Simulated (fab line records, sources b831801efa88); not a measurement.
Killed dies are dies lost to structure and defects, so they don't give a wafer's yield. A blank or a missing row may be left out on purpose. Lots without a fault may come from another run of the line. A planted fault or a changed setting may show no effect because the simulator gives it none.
Which tool did it? | flow gf180mcu | 13 lots, 39 wafers sampled, at 5 steps of a route of 602

WHAT THE GAUGES READ, wafer by wafer
GF_NSD_CD_MEAS_07: target cd 400 nm.
lot  | measured     | on        | cd_nm (nm)
L118 | day 13 09:46 | cd_sem-02 | 397.7 400.1 395.7
L119 | day 13 13:50 | cd_sem-02 | 397.7 395.3 394.3
L120 | day 13 18:49 | cd_sem-01 | 402.6 403.1 401.5
L122 | day 14 12:02 | cd_sem-01 | 398.0 398.8 397.6
L123 | day 14 21:21 | cd_sem-02 | 397.7 399.2 398.5
L124 | day 15 10:47 | cd_sem-01 | 401.1 400.9 403.1
L126 | day 15 23:50 | cd_sem-01 | 396.9 396.5 393.8
L127 | day 16 12:34 | cd_sem-02 | 401.0 400.8 399.3
L128 | day 16 19:22 | cd_sem-01 | 400.9 400.3 401.2
L129 | day 16 19:29 | cd_sem-02 | 404.0 401.3 401.5
L130 | day 17 10:55 | cd_sem-01 | 400.3 399.7 399.6
L138 | day 20 14:31 | cd_sem-02 | 403.0 402.7 400.6
L139 | day 20 20:31 | cd_sem-02 | 397.4 398.4 396.6

GF_NSD_OVL_MEAS_08.
lot  | measured     | on         | NSD_OVL (nm)
L118 | day 13 09:53 | overlay-01 | 1.5 0.4 0.7
L119 | day 13 13:56 | overlay-01 | -0.8 0.5 0.0
L120 | day 13 18:56 | overlay-01 | -1.7 -3.2 -0.6
L122 | day 14 12:08 | overlay-01 | 1.1 0.9 1.7
L123 | day 14 21:26 | overlay-01 | 0.6 0.8 1.1
L124 | day 15 10:55 | overlay-02 | 0.1 -0.1 -1.6
L126 | day 15 23:56 | overlay-01 | 1.9 -1.1 0.1
L127 | day 16 12:41 | overlay-01 | 2.1 1.1 0.8
L128 | day 16 19:29 | overlay-01 | 1.5 0.9 2.0
L129 | day 16 19:34 | overlay-02 | -1.0 0.8 0.0
L130 | day 17 11:02 | overlay-02 | -0.2 0.9 0.9
L138 | day 20 14:38 | overlay-02 | -0.4 -0.7 1.3
L139 | day 20 20:38 | overlay-01 | 2.1 -0.2 1.3

GF_PSD_RS_MEAS_14: measures by four-point-probe.
lot  | measured     | on            | NSD_RS (ohm/sq)
L118 | day 14 07:12 | film_metro-02 | 46.48 46.40 46.40
L119 | day 14 10:44 | film_metro-03 | 46.53 46.55 46.53
L120 | day 14 16:40 | film_metro-02 | 46.69 46.63 46.70
L122 | day 15 10:32 | film_metro-02 | 46.53 46.73 46.57
L123 | day 15 20:28 | film_metro-03 | 46.68 46.53 46.53
L124 | day 16 10:14 | film_metro-02 | 46.57 46.53 46.53
L126 | day 16 23:05 | film_metro-03 | 46.53 46.45 46.45
L127 | day 17 12:19 | film_metro-03 | 46.45 46.57 46.48
L128 | day 17 19:05 | film_metro-02 | 46.62 46.62 46.63
L129 | day 17 19:23 | film_metro-01 | 46.63 46.61 46.55
L130 | day 18 10:49 | film_metro-02 | 46.43 46.39 46.46
L138 | day 21 15:55 | film_metro-02 | 48.12 48.08 48.06
L139 | day 21 21:05 | film_metro-03 | 48.01 47.99 47.94

GF_PSD_RS_MEAS_15: measures by four-point-probe.
lot  | measured     | on            | PSD_RS (ohm/sq)
L118 | day 14 07:19 | film_metro-02 | 107.8 107.7 107.8
L119 | day 14 10:51 | film_metro-03 | 108.2 108.1 107.8
L120 | day 14 16:47 | film_metro-02 | 108.2 108.1 108.1
L122 | day 15 10:39 | film_metro-02 | 108.3 108.1 108.3
L123 | day 15 20:35 | film_metro-03 | 108.5 108.3 108.4
L124 | day 16 10:21 | film_metro-02 | 108.1 108.0 107.9
L126 | day 16 23:13 | film_metro-03 | 107.7 108.0 107.9
L127 | day 17 12:26 | film_metro-03 | 108.1 108.2 108.3
L128 | day 17 19:13 | film_metro-02 | 108.7 109.0 109.0
L129 | day 17 19:30 | film_metro-01 | 108.3 107.9 108.4
L130 | day 18 10:56 | film_metro-02 | 107.5 107.4 107.7
L138 | day 21 16:02 | film_metro-02 | 115.4 115.0 114.9
L139 | day 21 21:13 | film_metro-03 | 115.0 115.2 115.3

WHICH TOOL RAN EACH LOT (tool, then ch and the chambers of the sampled wafers, then the start)
lot  | GF_PSD_RTA_13
L118 | rtp_anneal-01 ch 0, day 14 07:02
L119 | rtp_anneal-01 ch 0, day 14 10:38
L120 | rtp_anneal-01 ch 0, day 14 16:35
L122 | rtp_anneal-01 ch 0, day 15 10:26
L123 | rtp_anneal-01 ch 0, day 15 20:22
L124 | rtp_anneal-01 ch 0, day 16 10:09
L126 | rtp_anneal-02 ch 0, day 16 23:00
L127 | rtp_anneal-01 ch 0, day 17 12:14
L128 | rtp_anneal-01 ch 0, day 17 19:01
L129 | rtp_anneal-02 ch 0, day 17 19:16
L130 | rtp_anneal-01 ch 0, day 18 10:44
L138 | rtp_anneal-01 ch 0, day 21 15:50
L139 | rtp_anneal-01 ch 0, day 21 21:00
- GF_PSD_RTA_13: time 20 s.

WHAT THE TOOLS THEMSELVES READ (means of the sampled wafers that have a number; where no wafer has one, the mark that the record gives instead)
GF_PSD_RTA_13.
lot  | tool          | lamp_power_pct (%) | wafer_temp_C_max
L118 | rtp_anneal-01 | 36.63              | 1029.0
L119 | rtp_anneal-01 | 36.65              | 1029.2
L120 | rtp_anneal-01 | 36.65              | 1028.8
L122 | rtp_anneal-01 | 36.65              | 1028.5
L123 | rtp_anneal-01 | 36.68              | 1029.4
L124 | rtp_anneal-01 | 36.68              | 1029.0
L126 | rtp_anneal-02 | 37.31              | 1028.6
L127 | rtp_anneal-01 | 36.66              | 1028.6
L128 | rtp_anneal-01 | 36.67              | 1028.4
L129 | rtp_anneal-02 | 37.25              | 1029.3
L130 | rtp_anneal-01 | 36.65              | 1029.2
L138 | rtp_anneal-01 | 35.57              | 1018.2
L139 | rtp_anneal-01 | 35.61              | 1017.2

THE ANSWER, worked out from the rows above alone
Rule: what is usual is taken from the lots themselves. Put in order of their means at a reading, lots are off if they are a third of the lots or fewer, leave a main group of 4 or more, and stand apart from it by a gap of 3 or more times the standard deviation of the main group's means; of several such gaps the widest counts. A main group whose means are all the same, to the digits that the tables above print for the reading, isn't used. A lot without any number at a reading at which 4 lots or more have one is off too. The other lots that the step has rows for count as sound. The gauges are gone through in route order, then the tools' own readings, and for those a lot's mean is taken as printed above. The first step at which some lot is off is used, and at that step the reading that is off furthest; a lot without a number counts as furthest.
Off: L138, L139, at GF_PSD_RS_MEAS_14 (NSD_RS). The main group: mean 46.54 ohm/sq, standard deviation 0.077.
A tool fits if, at a process step before that reading, it ran every lot that is off, and no sound lot after the first of them. The gauges at GF_PSD_RS_MEAS_14 aren't tried: what is off there is off at GF_PSD_RTA_13 too, on other tools, and a gauge's error can't cause that. One fits: rtp_anneal-01 at GF_PSD_RTA_13. Its last sound lot is L130 (day 18 10:44), its first lot that is off L138 (day 21 15:50): a fault that began between those two fits.
The tool's own readings at GF_PSD_RTA_13 bear it out: on the lots that are off they differ by more than 5 times the standard deviation of the sound lots' means. wafer_temp_C_max reads 1017.7 there against 1028.9 on the sound lots.

WHAT THE SIMULATOR HAD PUT IN
Process parameter drift: rtp_anneal-01, from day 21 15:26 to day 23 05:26, at GF_PSD_RTA_13. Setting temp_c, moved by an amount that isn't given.
Lots struck among those shown: L138, L139. The rule above found the same.
